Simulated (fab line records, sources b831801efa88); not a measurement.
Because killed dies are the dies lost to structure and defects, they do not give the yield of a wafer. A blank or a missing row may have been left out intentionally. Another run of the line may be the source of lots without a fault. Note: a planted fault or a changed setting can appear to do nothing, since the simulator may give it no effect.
Chamber matching ; flow gf180mcu ; 3 sister chambers for GF_PASSIVATION_CVD_00 on pecvd-01
The step deposits SiO2 from TEOS, target thk 1000 nm, time 111.95 s. 6 wafers are shown with their chamber, then 6 later ones without.

== EACH WAFER AND ITS CHAMBER ==
wafer;chamber;heater power outer w (W);heater power w (W)
L464.5;0;331;623
L471.3;2;426;730
L471.4;1;555;857
L478.3;1;510;771
L478.4;2;441;721
L478.6;0;428;738

== WAFERS WHOSE CHAMBER IS MISSING ==
wafer;heater power outer w (W);heater power w (W)
L479.3;574;835
L479.4;438;697
L479.5;334;618
L483.2;442;781
L483.3;511;779
L483.5;331;586

== WHICH CHAMBER EACH WENT THROUGH ==
wafer;from the rows above;in truth
L479.3;1;1
L479.4;can't be placed: 2 or 0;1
L479.5;can't be placed: 0 or 2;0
L483.2;can't be placed: 2 or 1 or 0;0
L483.3;can't be placed: 1 or 2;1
L483.5;can't be placed: 0 or 2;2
1 of 6 placed correctly. Not placeable from these rows: 5 (in 4, the candidates include the true chamber). Placed wrongly: 0.
How it was worked out, from the rows above alone: a wafer's distance from a chamber is the root of the sum, over the readings, of the square of ((its reading less the chamber's mean) divided by the reading's scatter). The wafer belongs to the nearest chamber; if the next one is less than 2 further off, it can't be placed. The mean given for a chamber averages the wafers shown for that chamber. The scatter: the root of (the sum of the squares of (reading less its chamber's mean) over the shown wafers, divided by (wafers less chambers)).
